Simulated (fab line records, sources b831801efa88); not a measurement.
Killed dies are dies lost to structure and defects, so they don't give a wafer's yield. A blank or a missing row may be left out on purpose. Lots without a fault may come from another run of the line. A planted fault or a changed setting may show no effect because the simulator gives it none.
Chamber matching | flow sky130 | SKY_FIELD_ISO_ETCH_17 on rie_si-02: 4 sister chambers
The step etches Si in HBr/Cl2/O2, target depth 342 nm, time 97.7 s. 16 wafers are shown with their chamber, then 8 later ones without.

WAFERS WITH THEIR CHAMBER
wafer  | chamber | drypump_motor_current_A (A) | oes_product_au (a.u.) | rf_fwd_power_W (W)
L209.1 | 0       | 5.9                         | 1.004                 | 597.2
L209.3 | 2       | 6.3                         | 1.013                 | 597.1
L209.4 | 2       | 6.3                         | 1.003                 | 598.8
L210.2 | 2       | 6.3                         | 1.014                 | 598.8
L210.5 | 3       | 5.3                         | 1.007                 | 592.9
L210.6 | 2       | 6.3                         | 1.010                 | 597.3
L222.2 | 0       | 5.8                         | 1.014                 | 595.0
L222.3 | 3       | 5.3                         | 1.009                 | 597.9
L222.4 | 2       | 6.3                         | 1.020                 | 593.4
L223.2 | 3       | 5.3                         | 1.011                 | 594.6
L223.3 | 2       | 6.3                         | 1.012                 | 598.0
L223.6 | 0       | 5.8                         | 1.002                 | 593.5
L226.1 | 1       | 6.0                         | 1.008                 | 595.1
L226.2 | 0       | 5.8                         | 1.003                 | 595.2
L226.4 | 1       | 6.0                         | 0.999                 | 592.8
L227.1 | 0       | 5.8                         | 1.003                 | 596.8

SIGNATURES (means of the wafers above)
reading                 | chamber 0 | chamber 1 | chamber 2 | chamber 3 | scatter within a chamber
drypump_motor_current_A | 5.820     | 6.000     | 6.300     | 5.300     | 0.0258
oes_product_au          | 1.00520   | 1.00350   | 1.01200   | 1.00900   | 0.00501
rf_fwd_power_W          | 595.540   | 593.950   | 597.233   | 595.133   | 1.93
Rule: a wafer's distance from a chamber is the root of the sum, over the readings, of the square of ((its reading less the chamber's mean) divided by the reading's scatter). The wafer belongs to the nearest chamber; if the next one is less than 2 further off, it can't be placed. The scatter: the root of (the sum of the squares of (reading less its chamber's mean) over the shown wafers, divided by (wafers less chambers)).

WAFERS WITHOUT THEIR CHAMBER
wafer  | drypump_motor_current_A (A) | oes_product_au (a.u.) | rf_fwd_power_W (W)
L227.2 | 6.0                         | 0.996                 | 596.8
L227.5 | 5.3                         | 1.020                 | 597.9
L228.3 | 6.0                         | 0.994                 | 594.0
L228.5 | 5.8                         | 1.005                 | 594.5
L228.6 | 6.0                         | 0.995                 | 594.0
L229.1 | 6.4                         | 1.008                 | 596.7
L229.3 | 5.8                         | 1.001                 | 597.1
L229.6 | 6.0                         | 0.995                 | 594.9

WHICH CHAMBER EACH WENT THROUGH
wafer  | from the rows above | in truth
L227.2 | 1                   | 1
L227.5 | 3                   | 3
L228.3 | 1                   | 1
L228.5 | 0                   | 0
L228.6 | 1                   | 1
L229.1 | 2                   | 2
L229.3 | 0                   | 0
L229.6 | 1                   | 1
Placed correctly: 8 of 8. Can't be placed from these rows: 0. Placed wrongly: 0.
